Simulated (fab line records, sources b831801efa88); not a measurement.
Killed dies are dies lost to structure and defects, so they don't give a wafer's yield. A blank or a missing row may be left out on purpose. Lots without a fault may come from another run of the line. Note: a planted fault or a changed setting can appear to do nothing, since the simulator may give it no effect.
Which of the tools did it? | flow gf180mcu | 24 lots with 72 wafers sampled at 6 steps, on a route of 602 steps

## WHAT EACH GAUGE READ, for each wafer
GF_CONTACT_BOW_MEAS_05. Usual: CONTACT_BOW 64 um, standard deviation 6.4.
lot  | measured     | on            | CONTACT_BOW (um) | flag
L074 | day 15 02:20 | film metro-02 | 57 59 58         |
L075 | day 15 12:28 | film metro-03 | 62 70 57         |
L076 | day 15 16:12 | film metro-04 | 69 71 57         |
L077 | day 15 20:28 | film metro-02 | 64 50 65         |
L078 | day 16 11:26 | film metro-03 | 66 64 69         |
L079 | day 16 19:09 | film metro-03 | 61 64 59         |
L080 | day 17 05:36 | film metro-03 | 73 67 72         |
L081 | day 17 15:56 | film metro-02 | 65 69 72         |
L082 | day 18 03:23 | film metro-03 | 56 61 67         |
L083 | day 18 09:39 | film metro-04 | 57 66 51         |
L084 | day 19 00:44 | film metro-02 | 62 66 49         |
L085 | day 19 11:18 | film metro-03 | 74 67 65         |
L086 | day 19 11:35 | film metro-02 | 66 67 65         |
L087 | day 19 20:14 | film metro-02 | 61 57 60         |
L088 | day 20 07:24 | film metro-03 | 57 58 66         |
L089 | day 20 18:41 | film metro-04 | 67 66 64         |
L090 | day 21 04:38 | film metro-02 | 68 59 61         |
L091 | day 21 08:29 | film metro-02 | 65 51 61         |
L092 | day 21 17:43 | film metro-04 | 56 61 52         |
L093 | day 21 22:16 | film metro-04 | 61 68 75         |
L094 | day 22 08:28 | film metro-04 | 78 64 52         |
L095 | day 22 12:20 | film metro-04 | 61 60 59         |
L096 | day 22 20:23 | film metro-02 | 62 68 66         |
L097 | day 23 05:55 | film metro-04 | 62 74 71         |

GF_V2_THK_MEAS_01. Usual: V2_CVD_00_THK 596 nm, standard deviation 6.1.
lot  | measured     | on            | V2_CVD_00_THK (nm) | flag
L074 | day 19 02:25 | film metro-03 | 603 594 591        |
L075 | day 19 14:07 | film metro-04 | 593 603 588        |
L076 | day 19 18:09 | film metro-03 | 603 597 603        |
L077 | day 19 22:17 | film metro-04 | 610 608 601        |
L078 | day 20 23:58 | film metro-03 | 601 605 606        |
L079 | day 21 00:18 | film metro-04 | 596 596 590        |
L080 | day 21 09:39 | film metro-03 | 585 589 590        |
L081 | day 21 21:06 | film metro-02 | 594 590 593        |
L082 | day 22 08:26 | film metro-02 | 599 598 594        |
L083 | day 22 15:05 | film metro-04 | 610 599 601        |
L084 | day 23 05:31 | film metro-04 | 600 593 591        |
L085 | day 23 16:21 | film metro-03 | 587 584 593        |
L086 | day 23 16:59 | film metro-03 | 596 591 586        |
L087 | day 24 00:14 | film metro-02 | 594 588 589        |
L088 | day 24 10:08 | film metro-03 | 584 597 595        |
L089 | day 24 20:40 | film metro-02 | 596 595 595        |
L090 | day 25 05:43 | film metro-04 | 605 601 602        |
L091 | day 25 09:12 | film metro-02 | 597 606 593        |
L092 | day 25 17:29 | film metro-03 | 595 598 599        |
L093 | day 25 21:51 | film metro-02 | 602 601 598        |
L094 | day 26 06:21 | film metro-02 | 604 593 592        |
L095 | day 26 10:56 | film metro-04 | 588 590 596        |
L096 | day 26 17:34 | film metro-02 | 595 601 602        |
L097 | day 27 01:43 | film metro-04 | 587 599 592        |

GF_M3_OVL_MEAS_15. Usual: M3_OVL 4 nm, standard deviation 5.9.
lot  | measured     | on         | M3_OVL (nm) | flag
L074 | day 21 05:54 | overlay-01 | -8 -8 1     |
L075 | day 21 17:01 | overlay-02 | -8 -9 -8    |
L076 | day 21 20:41 | overlay-02 | 7 7 3       |
L077 | day 22 00:38 | overlay-01 | 8 8 14      |
L078 | day 23 01:27 | overlay-02 | 12 13 19    |
L079 | day 23 01:44 | overlay-02 | 2 -3 -3     |
L080 | day 23 11:32 | overlay-02 | 5 10 6      |
L081 | day 23 21:59 | overlay-01 | 16 15 6     |
L082 | day 24 09:09 | overlay-02 | 9 8 14      |
L083 | day 24 14:58 | overlay-02 | 8 6 10      |
L084 | day 25 05:14 | overlay-02 | 3 11 1      |
L085 | day 25 14:45 | overlay-01 | 2 -2 0      |
L086 | day 25 16:02 | overlay-01 | 6 7 0       |
L087 | day 25 22:12 | overlay-02 | 2 2 1       |
L088 | day 26 06:57 | overlay-01 | -4 -1 2     |
L089 | day 26 16:28 | overlay-01 | 5 1 1       |
L090 | day 27 01:14 | overlay-02 | 4 8 3       |
L091 | day 27 05:21 | overlay-02 | 4 9 15      |
L092 | day 27 12:41 | overlay-01 | -4 -5 -5    |
L093 | day 27 16:48 | overlay-02 | 10 6 6      |
L094 | day 28 00:26 | overlay-02 | 0 7 -1      |
L095 | day 28 06:08 | overlay-01 | 0 10 3      |
L096 | day 28 12:26 | overlay-01 | 10 5 9      |
L097 | day 28 18:58 | overlay-02 | 13 9 17     |

GF_V4_THK_MEAS_01. Usual: V4_CVD_00_THK 602 nm, standard deviation 5.2.
lot  | measured     | on            | V4_CVD_00_THK (nm) | flag
L074 | day 23 08:59 | film metro-03 | 597 606 602        |
L075 | day 23 19:59 | film metro-03 | 593 614 602        |
L076 | day 23 23:09 | film metro-02 | 601 599 595        |
L077 | day 24 03:15 | film metro-03 | 601 594 596        |
L078 | day 25 01:32 | film metro-02 | 599 600 598        |
L079 | day 25 02:05 | film metro-03 | 601 600 603        |
L080 | day 25 10:19 | film metro-02 | 607 608 596        |
L081 | day 25 20:48 | film metro-03 | 603 602 607        |
L082 | day 26 07:46 | film metro-02 | 600 607 609        |
L083 | day 26 13:00 | film metro-04 | 607 606 601        |
L084 | day 27 02:23 | film metro-04 | 607 600 611        |
L085 | day 27 11:20 | film metro-04 | 599 590 594        |
L086 | day 27 13:47 | film metro-03 | 609 599 606        |
L087 | day 27 19:10 | film metro-02 | 600 593 599        |
L088 | day 28 04:04 | film metro-03 | 592 597 592        |
L089 | day 28 12:51 | film metro-02 | 610 612 612        |
L090 | day 28 20:55 | film metro-04 | 607 605 599        |
L091 | day 29 01:03 | film metro-03 | 608 605 608        |
L092 | day 29 06:58 | film metro-04 | 603 603 606        |
L093 | day 29 11:44 | film metro-03 | 602 604 605        |
L094 | day 29 18:55 | film metro-04 | 600 600 596        |
L095 | day 29 23:12 | film metro-02 | 604 596 603        |
L096 | day 30 04:50 | film metro-02 | 593 599 600        |
L097 | day 30 11:35 | film metro-04 | 599 598 600        |

GF_TOP_METAL_OVL_MEAS_15. Usual: TOP_METAL_OVL 0.7 nm, standard deviation 1.2.
lot  | measured     | on         | TOP_METAL_OVL (nm) | flag
L074 | day 28 00:56 | overlay-01 | 2.2 3.7 1.5        |
L075 | day 28 09:46 | overlay-02 | 2.1 1.2 3.0        |
L076 | day 28 13:00 | overlay-01 | -0.2 1.1 1.2       |
L077 | day 28 16:07 | overlay-02 | -0.5 1.3 -0.2      |
L078 | day 29 13:01 | overlay-02 | 2.2 2.7 2.1        |
L079 | day 29 13:29 | overlay-02 | -0.5 -0.5 -0.9     |
L080 | day 29 18:39 | overlay-02 | -0.4 0.9 0.7       |
L081 | day 30 04:38 | overlay-01 | 0.8 1.1 0.0        |
L082 | day 30 15:04 | overlay-01 | -1.6 -0.4 -1.1     |
L083 | day 30 19:43 | overlay-02 | 3.2 2.6 2.9        |
L084 | day 31 07:02 | overlay-01 | 3.1 2.4 2.0        |
L085 | day 31 13:28 | overlay-01 | 0.2 1.6 0.0        |
L086 | day 31 15:20 | overlay-01 | 0.1 0.5 -0.6       |
L087 | day 31 21:04 | overlay-02 | -1.0 -0.7 0.3      |
L088 | day 32 05:04 | overlay-02 | 1.1 0.5 1.5        |
L089 | day 32 11:11 | overlay-02 | 0.9 2.2 1.7        |
L090 | day 32 18:36 | overlay-01 | 0.1 0.9 1.2        |
L091 | day 32 23:00 | overlay-02 | 0.5 -1.1 -0.1      |
L092 | day 33 03:40 | overlay-01 | 0.0 -0.3 -0.4      |
L093 | day 33 08:16 | overlay-01 | 0.1 0.1 -1.0       |
L094 | day 33 14:21 | overlay-02 | 2.1 1.3 3.2        |
L095 | day 33 17:47 | overlay-02 | 1.4 1.4 1.6        |
L096 | day 33 23:22 | overlay-02 | 0.5 -0.7 -0.1      |
L097 | day 34 04:03 | overlay-02 | -0.4 0.1 0.3       |

## WHICH TOOL RAN EACH LOT (tool, then ch and the chambers of the sampled wafers, then the start)
lot  | GF_V3_ETCH_17
L074 | rie diel-03 ch 0,2,3, day 23 08:59 or earlier
L075 | rie diel-01 ch 1,2, day 23 19:59 or earlier
L076 | rie diel-01 ch 0,2, day 23 23:09 or earlier
L077 | rie diel-02 ch 0,2, day 24 03:15 or earlier
L078 | rie diel-03 ch 2,3, day 25 01:32 or earlier
L079 | rie diel-01 ch 0,2, day 25 02:05 or earlier
L080 | rie diel-02 ch 0,1, day 25 10:19 or earlier
L081 | rie diel-02 ch 0,1,3, day 25 20:48 or earlier
L082 | rie diel-02 ch 0,3, day 26 07:46 or earlier
L083 | rie diel-01 ch 1,3, day 26 13:00 or earlier
L084 | rie diel-01 ch 1,2,3, day 27 02:23 or earlier
L085 | rie diel-01 ch 0,2,3, day 27 11:20 or earlier
L086 | rie diel-03 ch 0,1, day 27 13:47 or earlier
L087 | rie diel-03 ch 1,3, day 27 19:10 or earlier
L088 | rie diel-03 ch 0,2,3, day 28 04:04 or earlier
L089 | rie diel-01 ch 0,2,3, day 28 12:51 or earlier
L090 | rie diel-01 ch 0,2,3, day 28 20:55 or earlier
L091 | rie diel-03 ch 0,3, day 29 01:03 or earlier
L092 | rie diel-02 ch 1,2,3, day 29 06:58 or earlier
L093 | rie diel-03 ch 0,2,3, day 29 11:44 or earlier
L094 | rie diel-03 ch 0,1,3, day 29 18:55 or earlier
L095 | rie diel-03 ch 0,1,3, day 29 23:12 or earlier
L096 | rie diel-01 ch 2,3, day 30 04:50 or earlier
L097 | rie diel-01 ch 1,2,3, day 30 11:35 or earlier
- GF_V3_ETCH_17: etches SiO2 in C4F8/O2/Ar, stops on TiN, target depth 635 nm.

## WHAT THE TOOLS THEMSELVES READ (means of the sampled wafers that have a number; where no wafer has one, the mark that the record gives instead)
GF_V3_ETCH_17. Usual: bias w 1200 W, standard deviation 3.7; oes product au 0.856 a.u., standard deviation 0.0049.
lot  | tool        | bias w (W) | oes product au (a.u.) | flag
L074 | rie diel-03 | 1199       | 0.856                 |
L075 | rie diel-01 | 1202       | 0.855                 |
L076 | rie diel-01 | 1198       | 0.856                 |
L077 | rie diel-02 | 1201       | 0.850                 |
L078 | rie diel-03 | 1201       | 0.852                 |
L079 | rie diel-01 | 1200       | 0.854                 |
L080 | rie diel-02 | 1203       | 0.860                 |
L081 | rie diel-02 | 1199       | 0.858                 |
L082 | rie diel-02 | 1201       | 0.861                 |
L083 | rie diel-01 | 1195       | 0.859                 |
L084 | rie diel-01 | 1199       | 0.860                 |
L085 | rie diel-01 | 1202       | 0.855                 |
L086 | rie diel-03 | 1203       | 0.851                 |
L087 | rie diel-03 | 1202       | 0.855                 |
L088 | rie diel-03 | 1201       | 0.849                 |
L089 | rie diel-01 | 1201       | 0.852                 |
L090 | rie diel-01 | 1197       | 0.855                 |
L091 | rie diel-03 | 1200       | 0.856                 |
L092 | rie diel-02 | 1202       | 0.854                 |
L093 | rie diel-03 | 1200       | 0.858                 |
L094 | rie diel-03 | 1201       | 0.860                 |
L095 | rie diel-03 | 1200       | 0.855                 |
L096 | rie diel-01 | 1197       | 0.854                 |
L097 | rie diel-01 | 1200       | 0.859                 |

## THE ANSWER, worked out from the rows above alone
Rule: a lot counts as off when the mean over its wafers that have a number is more than 3 standard deviations away from the usual mean. A lot without any number at a reading at which 4 lots or more have one is off too. Where the step has rows for the other lots, those lots are counted as sound. Order of review: gauges by route order, followed by the tools' own readings, for which a lot's mean as printed above is used. The first step at which some lot is off is used, and at that step the reading that is off furthest; a lot without a number counts as furthest.
No lot is off at any reading shown: from this, nothing can be told.

## WHAT WAS PUT IN BY THE SIMULATOR
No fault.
